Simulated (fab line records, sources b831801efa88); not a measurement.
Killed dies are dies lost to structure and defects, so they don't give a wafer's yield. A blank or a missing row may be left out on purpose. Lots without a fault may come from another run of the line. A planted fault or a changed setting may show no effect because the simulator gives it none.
fab line records | flow sky130
record lots=5 wafers=15 last_day=49
route steps=708 shown VT_ADJUST_LVTN@97 VT_ADJUST_NCORE@119 VT_ADJUST_HVTR@131
lots that met no fault: from a run of the same line without faults
start_h: hours from the record's first day to the start of the lot's first wafer shown | wait_h: hours since the lot's step before | " the same as in the row above | L1.1+2: a row that stands for several wafers | - no value, or no start given | * or withheld: withheld | < > ~ a bound
route shown NAME@n: a module of which the file shows steps, and the number in the route of the first | usual: mean/standard deviation of fault-free wafers | same: alike in all rows | chamber/n: place in a boat | sites: the reading at each site | _std_site: their standard deviation | _edge_site: outer sites' mean less inner sites' | radius_mm: how far each site lies from the wafer's centre | mask NAME#n: copy n | behind: the tool/chamber that last shaped the wafer | hold: why the lot was held/for how many hours/how that ended | device: the transistor (n, p or np) that didn't switch | end of line: the same wafers' tests at the end of the route | a step without rows: its recipe alone | killed: dies lost to structure and defects at the first sort, not the wafer's yield | map: a wafer's dies, x killed, . not, _ none there
set.NAME: the setting as run; set.NAME@STEP: as run at that earlier step | model.NAME: the simulator's own value behind a step, which no gauge read
lots at some steps of the route; a table a step, a row a wafer
services: from which hour (start_h, from the record's first day; less than 0 if before it) a tool's chamber was out of use, for how many hours, and why
## steps
# step SKY_VT_ADJUST_LVTN_DEHYDRATE_00
# recipe temp_c=200 time_s=60
# usual heater_power_total_W=160.38/0.13
# columns lot.wafer tool chamber start_h wait_h heater_power_total_W
L074.2 litho_track-01 0 141.16 9.3 160.51
L074.3 " 0 " " 160.29
L074.6 " 0 " " 160.34
L079.1 litho_track-01 0 165.14 8.9 160.39
L079.4 " 0 " " 160.51
L079.5 " 0 " " 160.52
L085.1 litho_track-01 0 201.84 11.1 160.48
L085.2 " 0 " " 160.54
L085.4 " 0 " " 160.34
L087.1 litho_track-04 0 218.08 10.1 160.22
L087.5 " 0 " " 160.25
L087.6 " 0 " " 160.45
L089.2 litho_track-04 0 229.75 11.3 160.41
L089.3 " 0 " " 160.47
L089.5 " 0 " " 160.15
# step SKY_VT_ADJUST_LVTN_HMDS_01
# recipe prime_time_s=60 prime_temp_c=120
# columns lot.wafer tool chamber start_h wait_h
L074.2+3+6 litho_track-01 0 141.31 0.1
L079.1+4+5 litho_track-01 0 165.29 0.1
L085.1+2+4 litho_track-01 0 201.99 0.1
L087.1+5+6 litho_track-04 0 218.23 0.1
L089.2+3+5 litho_track-04 0 229.90 0.1
# step SKY_VT_ADJUST_LVTN_COAT_02
# recipe spin_rpm=2000 resist_thk_nm=3000
# columns lot.wafer tool chamber start_h wait_h
L074.2+3+6 litho_track-01 0 141.46 0.1
L079.1+4+5 litho_track-01 0 165.44 0.1
L085.1+2+4 litho_track-01 0 202.14 0.1
L087.1+5+6 litho_track-04 0 218.38 0.1
L089.2+3+5 litho_track-04 0 230.05 0.1
# step SKY_VT_ADJUST_LVTN_SOFTBAKE_03
# recipe temp_c=110 time_s=withheld
# usual heater_power_total_W=65.32/0.12
# columns lot.wafer tool chamber start_h wait_h heater_power_total_W
L074.2 litho_track-01 0 141.62 0.1 65.35
L074.3 " 0 " " 65.32
L074.6 " 0 " " 65.22
L079.1 litho_track-01 0 165.59 0.1 65.08
L079.4 " 0 " " 65.20
L079.5 " 0 " " 65.32
L085.1 litho_track-01 0 202.29 0.1 65.23
L085.2 " 0 " " 65.26
L085.4 " 0 " " 65.47
L087.1 litho_track-04 0 218.53 0.1 65.37
L087.5 " 0 " " 65.42
L087.6 " 0 " " 65.15
L089.2 litho_track-04 0 230.21 0.1 65.46
L089.3 " 0 " " 65.32
L089.5 " 0 " " 65.23
# step SKY_VT_ADJUST_LVTN_EXPOSE_04
# recipe mask_id=NWM_COMPLEMENT_LESS_NATIVE na=0.6 source_shape=conventional sigma_outer=0.6 polarization=unpolarized target_cd_nm=840 dose_mj=194
# columns lot.wafer tool chamber start_h wait_h mask
L074.2+3+6 iline_stepper-01 0 - - NWM_COMPLEMENT_LESS_NATIVE#0
L079.1+4+5 iline_stepper-02 0 - - NWM_COMPLEMENT_LESS_NATIVE#0
L085.1+2+4 iline_stepper-02 0 - - NWM_COMPLEMENT_LESS_NATIVE#0
L087.1+5+6 iline_stepper-01 0 - - NWM_COMPLEMENT_LESS_NATIVE#0
L089.2+3+5 iline_stepper-02 0 - - NWM_COMPLEMENT_LESS_NATIVE#0
# step SKY_VT_ADJUST_LVTN_PEB_05
# recipe temp_c=115 time_s=withheld
# usual heater_power_total_W=69.33/0.13
# columns lot.wafer tool chamber start_h wait_h heater_power_total_W
L074.2 litho_track-02 0 - - 69.11
L074.3 " 0 " " 69.16
L074.6 " 0 " " 69.28
L079.1 litho_track-01 0 - - 69.38
L079.4 " 0 " " 69.46
L079.5 " 0 " " 69.14
L085.1 litho_track-04 0 - - 69.19
L085.2 " 0 " " 69.29
L085.4 " 0 " " 69.12
L087.1 litho_track-01 0 - - 69.45
L087.5 " 0 " " 69.31
L087.6 " 0 " " 69.28
L089.2 litho_track-02 0 - - 69.47
L089.3 " 0 " " 69.28
L089.5 " 0 " " 69.30
# step SKY_VT_ADJUST_LVTN_DEVELOP_06
# recipe wall_angle_deg=90 developer=TMAH develop_time_s=60 dev_temp_c=23
# columns lot.wafer tool chamber start_h wait_h
L074.2+3+6 litho_track-02 0 - -
L079.1+4+5 litho_track-01 0 - -
L085.1+2+4 litho_track-04 0 - -
L087.1+5+6 litho_track-01 0 - -
L089.2+3+5 litho_track-02 0 - -
# step SKY_VT_ADJUST_LVTN_OVL_MEAS_07
# usual VT_ADJUST_LVTN_OVL=1.2/1.2
# columns lot.wafer tool chamber start_h wait_h VT_ADJUST_LVTN_OVL[nm]
L074.2 overlay-01 - 151.11 - 0.8
L074.3 " - " " 0.8
L074.6 " - " " 0.7
L079.1 overlay-02 - 176.04 - 2.6
L079.4 " - " " 2.3
L079.5 " - " " 3.0
L085.1 overlay-02 - 213.13 - 0.4
L085.2 " - " " 0.9
L085.4 " - " " 0.1
L087.1 overlay-02 - 230.59 - 1.5
L087.5 " - " " 1.3
L087.6 " - " " 1.9
L089.2 overlay-02 - 241.66 - 1.9
L089.3 " - " " 2.6
L089.5 " - " " 0.6
# step SKY_VT_ADJUST_LVTN_IMPLANT_08
# recipe species=B energy_kev=30 dose_cm2=1.57e+12 tilt_deg=withheld
# columns lot.wafer tool chamber start_h wait_h
L074.2+3+6 implanter-04 0 151.17 0.0
L079.1+4+5 implanter-03 0 176.08 0.0
L085.1+2+4 implanter-01 0 213.16 0.0
L087.1+5+6 implanter-03 0 230.63 0.0
L089.2+3+5 implanter-01 0 241.72 0.0
# step SKY_VT_ADJUST_LVTN_STRIP_09
# recipe chemistry=O2/N2 power_w=1400 pressure_mtorr=1500 platen_temp_c=withheld o2_flow_sccm=3000 n2_flow_sccm=300 overash_fraction=0.5
# usual drypump_motor_current_A=5.9/0.51 oes_product_au=0.722/0.005 strip_time_to_endpoint_s=36.96/0.094
# columns lot.wafer tool chamber start_h wait_h drypump_motor_current_A oes_product_au rf_hours_counter_h strip_time_to_endpoint_s
L074.2 plasma_asher-02 1 151.29 0.1 6.1 0.726 34 37.00
L074.3 " 0 " " 5.0 0.732 - 36.90
L074.6 " 1 " " 6.1 0.719 - 36.86
L079.1 plasma_asher-03 0 176.23 0.1 6.0 0.717 47 36.80
L079.4 " 1 " " 6.2 0.719 - 36.84
L079.5 " 0 " " 5.9 0.721 - 36.93
L085.1 plasma_asher-03 0 213.31 0.1 5.9 0.728 51 36.95
L085.2 " 1 " " 6.2 0.722 51 36.95
L085.4 " 1 " " 6.2 0.723 - 36.88
L087.1 plasma_asher-01 1 230.78 0.1 5.8 0.712 11 37.11
L087.5 " 1 " " 5.8 0.724 - 36.95
L087.6 " 0 " " 6.6 0.724 - 37.00
L089.2 plasma_asher-03 1 241.84 0.1 6.2 0.724 53 37.07
L089.3 " 0 " " 5.9 0.723 - 37.02
L089.5 " 0 " " 5.9 0.728 - 37.07
# step SKY_VT_ADJUST_LVTN_TW_MEAS_10
# usual VT_ADJUST_LVTN_TW=240.2/2.3
# columns lot.wafer tool chamber start_h wait_h VT_ADJUST_LVTN_TW
L074.2 film_metro-01 - 151.40 0.1 240.3
L074.3 " - " " 239.1
L074.6 " - " " 240.3
L079.1 film_metro-02 - 176.33 0.1 238.5
L079.4 " - " " 238.5
L079.5 " - " " 240.1
L085.1 film_metro-02 - 213.41 0.1 240.4
L085.2 " - " " 240.1
L085.4 " - " " 239.9
L087.1 film_metro-03 - 230.88 0.1 245.1
L087.5 " - " " 244.0
L087.6 " - " " 244.7
L089.2 film_metro-02 - 241.95 0.1 239.0
L089.3 " - " " 238.7
L089.5 " - " " 239.1
# step SKY_VT_ADJUST_LVTN_DEHYDRATE_11
# recipe temp_c=200 time_s=60
# usual heater_power_total_W=160.37/0.12
# columns lot.wafer tool chamber start_h wait_h heater_power_total_W
L074.2 litho_track-02 0 160.28 8.9 160.25
L074.3 " 0 " " 160.33
L074.6 " 0 " " 160.33
L079.1 litho_track-02 0 186.01 9.7 160.36
L079.4 " 0 " " 160.25
L079.5 " 0 " " 160.48
L085.1 litho_track-04 0 224.68 11.3 160.12
L085.2 " 0 " " 160.33
L085.4 " 0 " " 160.22
L087.1 litho_track-01 0 241.34 10.5 160.44
L087.5 " 0 " " 160.32
L087.6 " 0 " " 160.50
L089.2 litho_track-02 0 254.03 12.1 160.23
L089.3 " 0 " " 160.23
L089.5 " 0 " " 160.33
# step SKY_VT_ADJUST_LVTN_HMDS_12
# recipe prime_time_s=60 prime_temp_c=120
# columns lot.wafer tool chamber start_h wait_h
L074.2+3+6 litho_track-02 0 160.43 0.1
L079.1+4+5 litho_track-02 0 186.16 0.1
L085.1+2+4 litho_track-04 0 224.83 0.1
L087.1+5+6 litho_track-01 0 241.49 0.1
L089.2+3+5 litho_track-02 0 254.18 0.1
# step SKY_VT_ADJUST_LVTN_COAT_13
# recipe resist=NOVOLAK spin_rpm=3000 resist_thk_nm=1140
# columns lot.wafer tool chamber start_h wait_h
L074.2+3+6 litho_track-02 0 160.58 0.1
L079.1+4+5 litho_track-02 0 186.31 0.1
L085.1+2+4 litho_track-04 0 224.98 0.1
L087.1+5+6 litho_track-01 0 241.64 0.1
L089.2+3+5 litho_track-02 0 254.33 0.1
# step SKY_VT_ADJUST_LVTN_SOFTBAKE_14
# recipe temp_c=90 time_s=60 resist=NOVOLAK
# usual heater_power_total_W=56.59/0.048
# columns lot.wafer tool chamber start_h wait_h heater_power_total_W
L074.2 litho_track-02 0 160.73 0.1 56.56
L074.3 " 0 " " 56.54
L074.6 " 0 " " 56.55
L079.1 litho_track-02 0 186.46 0.1 56.54
L079.4 " 0 " " 56.45
L079.5 " 0 " " 56.68
L085.1 litho_track-04 0 225.13 0.1 56.58
L085.2 " 0 " " 56.65
L085.4 " 0 " " 56.59
L087.1 litho_track-01 0 241.79 0.1 56.60
L087.5 " 0 " " 56.49
L087.6 " 0 " " 56.58
L089.2 litho_track-02 0 254.48 0.1 56.51
L089.3 " 0 " " 56.54
L089.5 " 0 " " 56.63
# step SKY_VT_ADJUST_LVTN_EXPOSE_15
# recipe mask_id=HVN_STD_DERIVED na=0.6 source_shape=conventional sigma_outer=0.6 polarization=unpolarized target_cd_nm=600 dose_mj=163
# columns lot.wafer tool chamber start_h wait_h mask
L074.2+3+6 iline_stepper-01 0 - - HVN_STD_DERIVED#0
L079.1+4+5 iline_stepper-01 0 - - HVN_STD_DERIVED#0
L085.1+2+4 iline_stepper-01 0 - - HVN_STD_DERIVED#0
L087.1+5+6 iline_stepper-02 0 - - HVN_STD_DERIVED#0
L089.2+3+5 iline_stepper-01 0 - - HVN_STD_DERIVED#0
# step SKY_VT_ADJUST_LVTN_PEB_16
# recipe temp_c=withheld time_s=* resist=NOVOLAK
# columns lot.wafer tool chamber start_h wait_h
L074.2+3+6 litho_track-01 0 - -
L079.1+4+5 litho_track-01 0 - -
L085.1+2+4 litho_track-01 0 - -
L087.1+5+6 litho_track-04 0 - -
L089.2+3+5 litho_track-01 0 - -
# step SKY_VT_ADJUST_LVTN_DEVELOP_17
# recipe resist=NOVOLAK developer=TMAH develop_time_s=60 dev_temp_c=23
# columns lot.wafer tool chamber start_h wait_h
L074.2+3+6 litho_track-01 0 169.96 0.1
L079.1+4+5 litho_track-01 0 197.39 0.1
L085.1+2+4 litho_track-01 0 236.14 0.1
L087.1+5+6 litho_track-04 0 254.33 0.1
L089.2+3+5 litho_track-01 0 265.86 0.1
# step SKY_VT_ADJUST_LVTN_OVL_MEAS_18
# usual VT_ADJUST_LVTN_01_OVL=-0.4/1.5
# columns lot.wafer tool chamber start_h wait_h VT_ADJUST_LVTN_01_OVL[nm]
L074.2 overlay-02 - 170.10 0.1 2.4
L074.3 " - " " 1.4
L074.6 " - " " 2.5
L079.1 overlay-02 - 197.54 0.1 -2.7
L079.4 " - " " -2.2
L079.5 " - " " -3.8
L085.1 overlay-02 - 236.29 0.1 -1.6
L085.2 " - " " 0.5
L085.4 " - " " -0.4
L087.1 overlay-01 - 254.48 0.1 -2.1
L087.5 " - " " -2.0
L087.6 " - " " -2.3
L089.2 overlay-02 - 266.00 0.1 -0.4
L089.3 " - " " -0.7
L089.5 " - " " -1.1
# step SKY_VT_ADJUST_LVTN_IMPLANT_19
# recipe species=B energy_kev=30 dose_cm2=6.5e+11 tilt_deg=withheld
# columns lot.wafer tool chamber start_h wait_h
L074.2+3+6 implanter-03 0 170.15 0.0
L079.1+4+5 implanter-01 0 197.58 0.0
L085.1+2+4 implanter-01 0 236.33 0.0
L087.1+5+6 implanter-03 0 254.51 0.0
L089.2+3+5 implanter-04 0 266.05 0.0
# step SKY_VT_ADJUST_LVTN_STRIP_20
# recipe chemistry=O2/N2 power_w=1400 pressure_mtorr=1500 platen_temp_c=withheld o2_flow_sccm=3000 n2_flow_sccm=300 overash_fraction=0.5
# usual drypump_motor_current_A=5.9/0.51 oes_product_au=0.716/0.0042 strip_time_to_endpoint_s=14.18/0.039
# columns lot.wafer tool chamber start_h wait_h drypump_motor_current_A oes_product_au rf_hours_counter_h strip_time_to_endpoint_s
L074.2 plasma_asher-01 0 170.28 0.1 6.7 0.718 6 14.15
L074.3 " 0 " " 6.7 0.714 - 14.18
L074.6 " 0 " " 6.7 0.714 - 14.20
L079.1 plasma_asher-03 1 197.73 0.1 6.2 0.721 49 14.21
L079.4 " 1 " " 6.2 0.714 - 14.23
L079.5 " 0 " " 6.0 0.724 - 14.21
L085.1 plasma_asher-03 1 236.48 0.1 6.2 0.717 53 14.24
L085.2 " 0 " " 6.0 0.723 53 14.23
L085.4 " 0 " " 5.9 0.719 - 14.27
L087.1 plasma_asher-01 0 254.66 0.1 6.6 0.715 14 14.08
L087.5 " 1 " " 5.8 0.721 - 14.15
L087.6 " 0 " " 6.6 0.715 - 14.07
L089.2 plasma_asher-02 0 266.18 0.1 4.9 0.722 45 14.17
L089.3 " 1 " " 6.1 0.716 - 14.14
L089.5 " 0 " " 5.0 0.712 - 14.14
# step SKY_VT_ADJUST_LVTN_TW_MEAS_21
# usual VT_ADJUST_LVTN_2_TW=187.6/1.8
# columns lot.wafer tool chamber start_h wait_h VT_ADJUST_LVTN_2_TW
L074.2 film_metro-03 - 170.39 0.1 190.3
L074.3 " - " " 190.2
L074.6 " - " " 190.0
L079.1 film_metro-02 - 197.83 0.1 187.9
L079.4 " - " " 186.5
L079.5 " - " " 186.3
L085.1 film_metro-01 - 236.58 0.1 187.4
L085.2 " - " " 187.1
L085.4 " - " " 186.9
L087.1 film_metro-03 - 254.76 0.1 191.1
L087.5 " - " " 190.7
L087.6 " - " " 191.1
L089.2 film_metro-01 - 266.29 0.1 186.6
L089.3 " - " " 186.8
L089.5 " - " " 186.3
# step SKY_VT_ADJUST_NCORE_DEHYDRATE_00
# recipe temp_c=200 time_s=60
# usual heater_power_total_W=160.35/0.12
# columns lot.wafer tool chamber start_h wait_h heater_power_total_W
L074.2 litho_track-03 0 180.05 9.7 160.30
L074.3 " 0 " " 160.26
L074.6 " 0 " " 160.48
L079.1 litho_track-03 0 207.87 10.0 160.44
L079.4 " 0 " " 160.50
L079.5 " 0 " " 160.47
L085.1 litho_track-04 0 248.03 11.4 160.55
L085.2 " 0 " " 160.36
L085.4 " 0 " " 160.38
L087.1 litho_track-02 0 265.40 10.6 160.49
L087.5 " 0 " " 160.31
L087.6 " 0 " " 160.21
L089.2 litho_track-02 0 278.53 12.2 160.27
L089.3 " 0 " " 160.33
L089.5 " 0 " " 160.35
# step SKY_VT_ADJUST_NCORE_HMDS_01
# recipe prime_time_s=60 prime_temp_c=120
# columns lot.wafer tool chamber start_h wait_h
L074.2+3+6 litho_track-03 0 180.20 0.1
L079.1+4+5 litho_track-03 0 208.02 0.1
L085.1+2+4 litho_track-04 0 248.18 0.1
L087.1+5+6 litho_track-02 0 265.55 0.1
L089.2+3+5 litho_track-02 0 278.68 0.1
# step SKY_VT_ADJUST_NCORE_COAT_02
# recipe resist=NOVOLAK spin_rpm=3000 resist_thk_nm=1140
# columns lot.wafer tool chamber start_h wait_h
L074.2+3+6 litho_track-03 0 180.35 0.1
L079.1+4+5 litho_track-03 0 208.17 0.1
L085.1+2+4 litho_track-04 0 248.33 0.1
L087.1+5+6 litho_track-02 0 265.70 0.1
L089.2+3+5 litho_track-02 0 278.83 0.1
# step SKY_VT_ADJUST_NCORE_SOFTBAKE_03
# recipe temp_c=90 time_s=60 resist=NOVOLAK
# usual heater_power_total_W=56.59/0.045
# columns lot.wafer tool chamber start_h wait_h heater_power_total_W
L074.2 litho_track-03 0 180.50 0.1 56.63
L074.3 " 0 " " 56.56
L074.6 " 0 " " 56.60
L079.1 litho_track-03 0 208.32 0.1 56.64
L079.4 " 0 " " 56.62
L079.5 " 0 " " 56.63
L085.1 litho_track-04 0 248.48 0.1 56.54
L085.2 " 0 " " 56.64
L085.4 " 0 " " 56.61
L087.1 litho_track-02 0 265.85 0.1 56.61
L087.5 " 0 " " 56.63
L087.6 " 0 " " 56.62
L089.2 litho_track-02 0 278.98 0.1 56.69
L089.3 " 0 " " 56.62
L089.5 " 0 " " 56.57
# step SKY_VT_ADJUST_NCORE_EXPOSE_04
# recipe mask_id=LVTN_COMPLEMENT_THIN na=0.6 source_shape=conventional sigma_outer=0.6 polarization=unpolarized target_cd_nm=380 dose_mj=139
# columns lot.wafer tool chamber start_h wait_h mask
L074.2+3+6 iline_stepper-02 0 - - LVTN_COMPLEMENT_THIN#0
L079.1+4+5 iline_stepper-01 0 - - LVTN_COMPLEMENT_THIN#0
L085.1+2+4 iline_stepper-02 0 - - LVTN_COMPLEMENT_THIN#0
L087.1+5+6 iline_stepper-02 0 - - LVTN_COMPLEMENT_THIN#0
L089.2+3+5 iline_stepper-02 0 - - LVTN_COMPLEMENT_THIN#0
# step SKY_VT_ADJUST_NCORE_PEB_05
# recipe temp_c=withheld time_s=* resist=NOVOLAK
# columns lot.wafer tool chamber start_h wait_h
L074.2+3+6 litho_track-04 0 - -
L079.1+4+5 litho_track-02 0 - -
L085.1+2+4 litho_track-04 0 - -
L087.1+5+6 litho_track-03 0 - -
L089.2+3+5 litho_track-02 0 - -
# step SKY_VT_ADJUST_NCORE_DEVELOP_06
# recipe resist=NOVOLAK developer=TMAH develop_time_s=60 dev_temp_c=23
# columns lot.wafer tool chamber start_h wait_h
L074.2+3+6 litho_track-04 0 190.80 0.1
L079.1+4+5 litho_track-02 0 219.21 0.1
L085.1+2+4 litho_track-04 0 260.12 0.1
L087.1+5+6 litho_track-03 0 278.57 0.1
L089.2+3+5 litho_track-02 0 290.38 0.1
# step SKY_VT_ADJUST_NCORE_CD_MEAS_07
# recipe target_cd_nm=380
# usual cd_nm=380.3/2.9
# columns lot.wafer tool chamber start_h wait_h cd_nm
L074.2 cd_sem-02 - 190.95 0.1 379.6
L074.3 " - " " 381.1
L074.6 " - " " 381.4
L079.1 cd_sem-01 - 219.36 0.1 380.6
L079.4 " - " " 381.0
L079.5 " - " " 381.0
L085.1 cd_sem-01 - 260.27 0.1 381.2
L085.2 " - " " 380.4
L085.4 " - " " 378.9
L087.1 cd_sem-01 - 278.72 0.1 384.3
L087.5 " - " " 384.2
L087.6 " - " " 385.3
L089.2 cd_sem-01 - 290.52 0.1 381.7
L089.3 " - " " 381.6
L089.5 " - " " 382.3
# step SKY_VT_ADJUST_NCORE_OVL_MEAS_08
# usual VT_ADJUST_NCORE_OVL=0.7/1.3
# columns lot.wafer tool chamber start_h wait_h VT_ADJUST_NCORE_OVL[nm]
L074.2 overlay-01 - 191.05 0.1 -0.3
L074.3 " - " " 0.4
L074.6 " - " " 0.2
L079.1 overlay-02 - 219.48 0.1 0.1
L079.4 " - " " 0.1
L079.5 " - " " 0.2
L085.1 overlay-01 - 260.39 0.1 1.1
L085.2 " - " " -0.2
L085.4 " - " " -0.3
L087.1 overlay-02 - 278.84 0.1 3.0
L087.5 " - " " 2.7
L087.6 " - " " 0.2
L089.2 overlay-01 - 290.63 0.1 -0.6
L089.3 " - " " -0.3
L089.5 " - " " -0.8
# step SKY_VT_ADJUST_NCORE_IMPLANT_09
# recipe species=B energy_kev=10 dose_cm2=2.4e+12 tilt_deg=withheld
# columns lot.wafer tool chamber start_h wait_h
L074.2+3+6 implanter-01 0 191.11 0.0
L079.1+4+5 implanter-03 0 219.51 0.0
L085.1+2+4 implanter-03 0 260.43 0.0
L087.1+5+6 implanter-02 0 278.88 0.0
L089.2+3+5 implanter-03 0 290.69 0.0
# step SKY_VT_ADJUST_NCORE_STRIP_10
# recipe chemistry=O2/N2 power_w=1400 pressure_mtorr=1500 platen_temp_c=withheld o2_flow_sccm=3000 n2_flow_sccm=300 overash_fraction=0.5
# usual drypump_motor_current_A=5.9/0.54 oes_product_au=0.716/0.0044 strip_time_to_endpoint_s=14.19/0.04
# columns lot.wafer tool chamber start_h wait_h drypump_motor_current_A oes_product_au rf_hours_counter_h strip_time_to_endpoint_s
L074.2 plasma_asher-03 1 191.23 0.1 6.2 0.711 49 14.22
L074.3 " 1 " " 6.2 0.713 - 14.17
L074.6 " 1 " " 6.2 0.722 - 14.20
L079.1 plasma_asher-02 0 219.66 0.1 5.0 0.721 40 14.22
L079.4 " 0 " " 5.0 0.715 - 14.16
L079.5 " 0 " " 5.0 0.722 - 14.15
L085.1 plasma_asher-04 1 260.58 0.1 5.8 0.713 58 14.28
L085.2 " 0 " " 6.6 0.718 58 14.31
L085.4 " 0 " " 6.6 0.715 - 14.29
L087.1 plasma_asher-04 0 279.03 0.1 6.6 0.723 59 14.19
L087.5 " 0 " " 6.6 0.710 - 14.18
L087.6 " 1 " " 5.8 0.716 - 14.19
L089.2 plasma_asher-04 0 290.81 0.1 6.6 0.721 60 14.14
L089.3 " 1 " " 5.8 0.714 - 14.15
L089.5 " 1 " " 5.8 0.714 - 14.17
# step SKY_VT_ADJUST_NCORE_TW_MEAS_11
# usual VT_ADJUST_NCORE_TW=217.9/1.9
# columns lot.wafer tool chamber start_h wait_h VT_ADJUST_NCORE_TW
L074.2 film_metro-02 - 191.34 0.1 216.8
L074.3 " - " " 216.7
L074.6 " - " " 216.4
L079.1 film_metro-04 - 219.76 0.1 223.0
L079.4 " - " " 223.2
L079.5 " - " " 222.3
L085.1 film_metro-02 - 260.68 0.1 217.4
L085.2 " - " " 216.3
L085.4 " - " " 218.1
L087.1 film_metro-02 - 279.13 0.1 218.6
L087.5 " - " " 218.3
L087.6 " - " " 218.2
L089.2 film_metro-02 - 290.92 0.1 218.7
L089.3 " - " " 217.4
L089.5 " - " " 218.5
# step SKY_VT_ADJUST_HVTR_DEHYDRATE_00
# recipe temp_c=200 time_s=60
# usual heater_power_total_W=160.37/0.13
# columns lot.wafer tool chamber start_h wait_h heater_power_total_W
L074.2 litho_track-04 0 202.05 10.7 160.27
L074.3 " 0 " " 160.34
L074.6 " 0 " " 160.39
L079.1 litho_track-04 0 230.73 11.0 160.32
L079.4 " 0 " " 160.62
L079.5 " 0 " " 160.45
L085.1 litho_track-03 0 272.07 11.4 160.60
L085.2 " 0 " " 160.27
L085.4 " 0 " " 160.41
L087.1 litho_track-04 0 290.22 11.1 160.30
L087.5 " 0 " " 160.30
L087.6 " 0 " " 160.37
L089.2 litho_track-03 0 303.85 12.9 160.41
L089.3 " 0 " " 160.30
L089.5 " 0 " " 160.22
# step SKY_VT_ADJUST_HVTR_HMDS_01
# recipe prime_time_s=60 prime_temp_c=120
# columns lot.wafer tool chamber start_h wait_h
L074.2+3+6 litho_track-04 0 202.20 0.1
L079.1+4+5 litho_track-04 0 230.88 0.1
L085.1+2+4 litho_track-03 0 272.22 0.1
L087.1+5+6 litho_track-04 0 290.37 0.1
L089.2+3+5 litho_track-03 0 304.00 0.1
# step SKY_VT_ADJUST_HVTR_COAT_02
# recipe resist=NOVOLAK spin_rpm=3000 resist_thk_nm=1140
# columns lot.wafer tool chamber start_h wait_h
L074.2+3+6 litho_track-04 0 202.35 0.1
L079.1+4+5 litho_track-04 0 231.03 0.1
L085.1+2+4 litho_track-03 0 272.37 0.1
L087.1+5+6 litho_track-04 0 290.52 0.1
L089.2+3+5 litho_track-03 0 304.15 0.1
# step SKY_VT_ADJUST_HVTR_SOFTBAKE_03
# recipe temp_c=90 time_s=60 resist=NOVOLAK
# usual heater_power_total_W=56.59/0.047
# columns lot.wafer tool chamber start_h wait_h heater_power_total_W
L074.2 litho_track-04 0 202.50 0.1 56.61
L074.3 " 0 " " 56.67
L074.6 " 0 " " 56.62
L079.1 litho_track-04 0 231.18 0.1 56.63
L079.4 " 0 " " 56.58
L079.5 " 0 " " 56.65
L085.1 litho_track-03 0 272.52 0.1 56.64
L085.2 " 0 " " 56.64
L085.4 " 0 " " 56.62
L087.1 litho_track-04 0 290.67 0.1 56.62
L087.5 " 0 " " 56.68
L087.6 " 0 " " 56.56
L089.2 litho_track-03 0 304.30 0.1 56.56
L089.3 " 0 " " 56.66
L089.5 " 0 " " 56.52
# step SKY_VT_ADJUST_HVTR_EXPOSE_04
# recipe mask_id=HVTRM target_cd_nm=380 na=0.6 source_shape=conventional sigma_outer=0.6 dose_mj=150
# columns lot.wafer tool chamber start_h wait_h mask
L074.2+3+6 iline_stepper-01 0 - - HVTRM#0
L079.1+4+5 iline_stepper-02 0 - - HVTRM#0
L085.1+2+4 iline_stepper-01 0 - - HVTRM#0
L087.1+5+6 iline_stepper-02 0 - - HVTRM#0
L089.2+3+5 iline_stepper-02 0 - - HVTRM#0
# step SKY_VT_ADJUST_HVTR_PEB_05
# recipe temp_c=withheld time_s=* resist=NOVOLAK
# columns lot.wafer tool chamber start_h wait_h
L074.2+3+6 litho_track-03 0 - -
L079.1+4+5 litho_track-01 0 - -
L085.1+2+4 litho_track-01 0 - -
L087.1+5+6 litho_track-01 0 - -
L089.2+3+5 litho_track-01 0 - -
# step SKY_VT_ADJUST_HVTR_DEVELOP_06
# recipe develop_time_s=60 dev_temp_c=23
# columns lot.wafer tool chamber start_h wait_h
L074.2+3+6 litho_track-03 0 213.00 0.1
L079.1+4+5 litho_track-01 0 242.69 0.1
L085.1+2+4 litho_track-01 0 284.54 0.1
L087.1+5+6 litho_track-01 0 303.79 0.1
L089.2+3+5 litho_track-01 0 316.61 0.1
# step SKY_VT_ADJUST_HVTR_CD_MEAS_07
# recipe target_cd_nm=380
# usual cd_nm=380.7/2
# columns lot.wafer tool chamber start_h wait_h cd_nm
L074.2 cd_sem-01 - 213.14 0.1 380.4
L074.3 " - " " 381.7
L074.6 " - " " 382.9
L079.1 cd_sem-01 - 242.84 0.1 381.4
L079.4 " - " " 382.7
L079.5 " - " " 379.9
L085.1 cd_sem-02 - 284.69 0.1 382.1
L085.2 " - " " 381.8
L085.4 " - " " 381.6
L087.1 cd_sem-02 - 303.94 0.1 381.1
L087.5 " - " " 381.2
L087.6 " - " " 378.7
L089.2 cd_sem-02 - 316.76 0.1 380.5
L089.3 " - " " 379.8
L089.5 " - " " 379.2
# step SKY_VT_ADJUST_HVTR_OVL_MEAS_08
# usual VT_ADJUST_HVTR_OVL=1.2/1.4
# columns lot.wafer tool chamber start_h wait_h VT_ADJUST_HVTR_OVL[nm]
L074.2 overlay-01 - 213.25 0.1 -0.7
L074.3 " - " " 0.9
L074.6 " - " " 0.2
L079.1 overlay-01 - 242.96 0.1 2.6
L079.4 " - " " 1.8
L079.5 " - " " 2.0
L085.1 overlay-02 - 284.81 0.1 1.0
L085.2 " - " " 1.3
L085.4 " - " " 1.6
L087.1 overlay-02 - 304.06 0.1 1.9
L087.5 " - " " 2.7
L087.6 " - " " 1.4
L089.2 overlay-01 - 316.86 0.1 0.2
L089.3 " - " " -0.6
L089.5 " - " " 0.4
# step SKY_VT_ADJUST_HVTR_IMPLANT_09
# recipe species=B energy_kev=10 dose_cm2=2.1e+12 tilt_deg=withheld
# columns lot.wafer tool chamber start_h wait_h
L074.2+3+6 implanter-02 0 213.31 0.0
L079.1+4+5 implanter-02 0 243.00 0.0
L085.1+2+4 implanter-04 0 284.84 0.0
L087.1+5+6 implanter-04 0 304.09 0.0
L089.2+3+5 implanter-01 0 316.92 0.0
## services
# columns tool chamber start_h hours kind
plasma_asher-01 0 117.75 - clean
plasma_asher-01 1 117.75 - clean
implanter-04 - 124.15 3.8 repair
iline_stepper-02 - 127.68 8.9 pm
implanter-04 - 133.44 10.2 repair
implanter-02 - 143.18 3.3 pm
plasma_asher-03 - 144.88 0.7 repair
plasma_asher-02 - 155.12 2.2 repair
plasma_asher-03 - 156.42 13.1 repair
implanter-01 - 158.94 7.6 repair
plasma_asher-03 - 168.40 0.4 repair
implanter-01 - 183.72 6.3 repair
implanter-02 - 194.94 1.6 repair
plasma_asher-03 - 213.50 2.7 repair
iline_stepper-01 - 241.78 8.9 pm
implanter-01 - 251.33 5.2 pm
plasma_asher-01 - 255.79 0.8 repair
plasma_asher-01 - 257.47 2.8 pm
iline_stepper-01 - 265.63 1.7 pm
implanter-03 - 283.06 2.9 pm
plasma_asher-03 - 306.54 2.8 pm
implanter-03 - 306.75 1.8 repair
implanter-04 - 308.66 3.3 pm
## key
fault none
